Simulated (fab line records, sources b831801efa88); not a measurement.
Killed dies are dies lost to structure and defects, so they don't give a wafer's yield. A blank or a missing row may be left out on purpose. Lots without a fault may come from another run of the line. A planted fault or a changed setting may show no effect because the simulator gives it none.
Which tool did it? | flow gf180mcu | 14 lots, 42 wafers sampled, at 4 steps of a route of 602

WHAT THE GAUGES READ, wafer by wafer
The record holds no reading of a measuring or inspecting step that can be judged against a usual standard deviation.

WHICH TOOL RAN EACH LOT (tool, then ch and the chambers of the sampled wafers, then the start)
lot  | GF_M2_STRIP_17                       | GF_V2_ETCH_17                                 | GF_V2_CMP_26                  | GF_M3_SPUTTER_00
L991 | plasma_asher-04 ch 0,1, day 19 06:03 | rie_diel-04 ch 0,3, day 20 09:21 or earlier   | cmp-02 ch 1,2,3, day 20 09:21 | pvd_sputter-01, day 20 09:33
L993 | plasma_asher-04 ch 0,1, day 20 06:08 | rie_diel-01 ch 0,3, day 21 09:20 or earlier   | cmp-02 ch 0,1,2, day 21 09:20 | pvd_sputter-03, day 21 09:32
L994 | plasma_asher-04 ch 0,1, day 20 14:04 | rie_diel-03 ch 0,3, day 21 16:58 or earlier   | cmp-02 ch 0,2, day 21 16:58   | pvd_sputter-01, day 21 17:16
L996 | plasma_asher-04 ch 0,1, day 21 01:43 | rie_diel-04 ch 1,2,3, day 22 04:27 or earlier | cmp-02 ch 0,1,3, day 22 04:27 | -
L995 | plasma_asher-01 ch 0,1, day 21 06:01 | rie_diel-04 ch 2,3, day 22 08:29 or earlier   | cmp-02 ch 0,1,3, day 22 08:29 | -
L997 | plasma_asher-04 ch 1, day 21 13:10   | rie_diel-01 ch 0,3, day 22 16:10 or earlier   | cmp-01 ch 1,2,3, day 22 16:10 | pvd_sputter-03, day 22 16:28
L101 | plasma_asher-04 ch 0,1, day 23 02:11 | rie_diel-01 ch 0,1,3, day 24 03:59 or earlier | cmp-01 ch 0,1,3, day 24 03:59 | pvd_sputter-04, day 24 04:17
L102 | plasma_asher-02 ch 0,1, day 23 10:16 | rie_diel-04 ch 0,2,3, day 24 11:12 or earlier | cmp-02 ch 0,1,3, day 24 11:12 | pvd_sputter-01, day 24 11:30
L103 | plasma_asher-02 ch 0,1, day 23 16:47 | rie_diel-03 ch 1,3, day 24 18:17 or earlier   | cmp-02 ch 1,2, day 24 18:17   | pvd_sputter-04, day 24 18:32
L108 | plasma_asher-02 ch 0,1, day 25 09:23 | rie_diel-01 ch 2,3, day 26 08:56 or earlier   | cmp-02 ch 0,2,3, day 26 08:56 | pvd_sputter-04, day 26 09:14
L109 | plasma_asher-01 ch 0,1, day 25 14:32 | rie_diel-01 ch 2,3, day 26 14:08 or earlier   | cmp-02 ch 0,1,3, day 26 14:08 | pvd_sputter-03, day 26 14:26
L111 | plasma_asher-04 ch 0,1, day 26 03:22 | rie_diel-04 ch 0,1,2, day 27 02:16 or earlier | cmp-02 ch 2,3, day 27 02:16   | pvd_sputter-01, day 27 02:34
L112 | plasma_asher-04 ch 0,1, day 26 13:13 | rie_diel-03 ch 1,2,3, day 27 11:58 or earlier | cmp-02 ch 0,1,3, day 27 11:58 | pvd_sputter-04, day 27 12:13
L114 | plasma_asher-01 ch 0,1, day 27 04:31 | rie_diel-03 ch 0,1,2, day 28 02:14 or earlier | cmp-02 ch 1,2,3, day 28 02:14 | pvd_sputter-01, day 28 02:29
- GF_M2_STRIP_17: strips in O2/N2.
- GF_V2_ETCH_17: etches SiO2 in C4F8/O2/Ar, stops on TiN, target depth 630 nm.
- GF_V2_CMP_26: polishes, stops on SiO2, t overpolish 15 s, target thk 0 nm.
- GF_M3_SPUTTER_00: material Ti, target thk 37.5 nm, time 150 s.

WHAT THE TOOLS THEMSELVES READ (means of the sampled wafers that have a number; where no wafer has one, the mark that the record gives instead)
GF_M2_STRIP_17. Usual: drypump_motor_current_A 5.5 A, standard deviation 0.37; heater_power_w 316 W, standard deviation 34; oes_product_au 0.561 a.u., standard deviation 0.0044; strip_time_to_endpoint_s 7.96 s, standard deviation 0.042.
lot  | tool            | drypump_motor_current_A (A) | heater_power_w (W) | oes_product_au (a.u.) | strip_time_to_endpoint_s (s) | flag
L991 | plasma_asher-04 | 5.4                         | 297                | 0.565                 | 7.99                         |
L993 | plasma_asher-04 | 5.4                         | 294                | 0.566                 | 7.97                         |
L994 | plasma_asher-04 | 5.4                         | 291                | 0.558                 | 7.90                         |
L996 | plasma_asher-04 | 5.4                         | 288                | 0.561                 | 7.98                         |
L995 | plasma_asher-01 | 5.9                         | 353                | 0.556                 | 7.92                         |
L997 | plasma_asher-04 | 5.3                         | 307                | 0.563                 | 7.94                         |
L101 | plasma_asher-04 | 5.4                         | 296                | 0.561                 | 7.99                         |
L102 | plasma_asher-02 | 5.4                         | 330                | 0.561                 | 7.93                         |
L103 | plasma_asher-02 | 5.2                         | 311                | 0.558                 | 7.92                         |
L108 | plasma_asher-02 | 5.2                         | 314                | 0.561                 | 8.01                         |
L109 | plasma_asher-01 | 5.9                         | 353                | 0.559                 | 7.91                         |
L111 | plasma_asher-04 | 5.4                         | 299                | 0.561                 | 7.91                         |
L112 | plasma_asher-04 | 5.4                         | 292                | 0.556                 | 7.91                         |
L114 | plasma_asher-01 | 6.1                         | 323                | 0.559                 | 7.93                         |

GF_V2_ETCH_17. Usual: oes_product_au 0.856 a.u., standard deviation 0.0048.
lot  | tool        | oes_product_au (a.u.) | flag
L991 | rie_diel-04 | 0.853                 |
L993 | rie_diel-01 | 0.860                 |
L994 | rie_diel-03 | 0.857                 |
L996 | rie_diel-04 | 0.856                 |
L995 | rie_diel-04 | 0.861                 |
L997 | rie_diel-01 | 0.856                 |
L101 | rie_diel-01 | 0.852                 |
L102 | rie_diel-04 | 0.854                 |
L103 | rie_diel-03 | 0.853                 |
L108 | rie_diel-01 | 0.859                 |
L109 | rie_diel-01 | 0.851                 |
L111 | rie_diel-04 | 0.858                 |
L112 | rie_diel-03 | 0.857                 |
L114 | rie_diel-03 | 0.856                 |

GF_V2_CMP_26. Usual: edge_zone_pressure_frac 1.001, standard deviation 0.0056; head_pressure_psi 3.500 psi, standard deviation 0.0079; motor_current_A 11.4 A, standard deviation 1.1; overpolish_run_s 15.000 s, standard deviation 0.0087; slurry_flow_ml_min 150.0, standard deviation 0.41; time_to_endpoint_s 89 s, standard deviation 5.8.
lot  | tool   | edge_zone_pressure_frac | head_pressure_psi (psi) | motor_current_A (A) | overpolish_run_s (s) | slurry_flow_ml_min | time_to_endpoint_s (s) | flag
L991 | cmp-02 | 0.999                   | 3.505                   | 10.8                | 15.003               | 150.1              | 91                     |
L993 | cmp-02 | 1.002                   | 3.500                   | 11.1                | 15.002               | 150.0              | 92                     |
L994 | cmp-02 | 1.003                   | 3.507                   | 10.0                | 14.996               | 150.0              | 87                     |
L996 | cmp-02 | -                       | -                       | -                   | -                    | -                  | -                      | OFF
L995 | cmp-02 | -                       | -                       | -                   | -                    | -                  | -                      | OFF
L997 | cmp-01 | 1.001                   | 3.504                   | 11.7                | 14.998               | 149.9              | 85                     |
L101 | cmp-01 | 1.000                   | 3.495                   | 11.1                | 15.006               | 149.8              | 86                     |
L102 | cmp-02 | 1.007                   | 3.494                   | 11.5                | 14.997               | 150.0              | 95                     |
L103 | cmp-02 | 1.002                   | 3.499                   | 11.7                | 15.000               | 149.9              | 94                     |
L108 | cmp-02 | 1.002                   | 3.503                   | 10.8                | 14.995               | 149.9              | 85                     |
L109 | cmp-02 | 1.000                   | 3.497                   | 11.8                | 15.004               | 149.9              | 90                     |
L111 | cmp-02 | 0.997                   | 3.502                   | 10.5                | 14.998               | 149.6              | 87                     |
L112 | cmp-02 | 1.004                   | 3.499                   | 11.8                | 15.001               | 149.9              | 92                     |
L114 | cmp-02 | 1.001                   | 3.501                   | 10.6                | 14.995               | 149.6              | 89                     |

GF_M3_SPUTTER_00. Usual: throttle_valve_pct 30.4 %, standard deviation 1.
lot  | tool           | throttle_valve_pct (%) | flag
L991 | pvd_sputter-01 | 30.8                   |
L993 | pvd_sputter-03 | 30.2                   |
L994 | pvd_sputter-01 | 30.1                   |
L997 | pvd_sputter-03 | 30.4                   |
L101 | pvd_sputter-04 | 30.5                   |
L102 | pvd_sputter-01 | 30.7                   |
L103 | pvd_sputter-04 | 30.8                   |
L108 | pvd_sputter-04 | 31.0                   |
L109 | pvd_sputter-03 | 30.5                   |
L111 | pvd_sputter-01 | 30.0                   |
L112 | pvd_sputter-04 | 31.1                   |
L114 | pvd_sputter-01 | 30.3                   |

THE ANSWER, worked out from the rows above alone
Rule: a lot is off if the mean of its wafers that have a number lies more than 3 standard deviations from the usual mean. A lot without any number at a reading at which 4 lots or more have one is off too. The other lots that the step has rows for count as sound. The gauges are gone through in route order, then the tools' own readings, and for those a lot's mean is taken as printed above. The first step at which some lot is off is used, and at that step the reading that is off furthest; a lot without a number counts as furthest.
Off: L996, L995, at GF_V2_CMP_26 (edge_zone_pressure_frac). Without a number there: L996, L995.
A tool fits if, at that step or a process step before it, it ran every lot that is off, and no sound lot after the first of them. GF_V2_ETCH_17 gives no start for some lots, so the hours and the order of its lots are those of GF_V2_CMP_26. None of those tried fits.

WHAT THE SIMULATOR HAD PUT IN
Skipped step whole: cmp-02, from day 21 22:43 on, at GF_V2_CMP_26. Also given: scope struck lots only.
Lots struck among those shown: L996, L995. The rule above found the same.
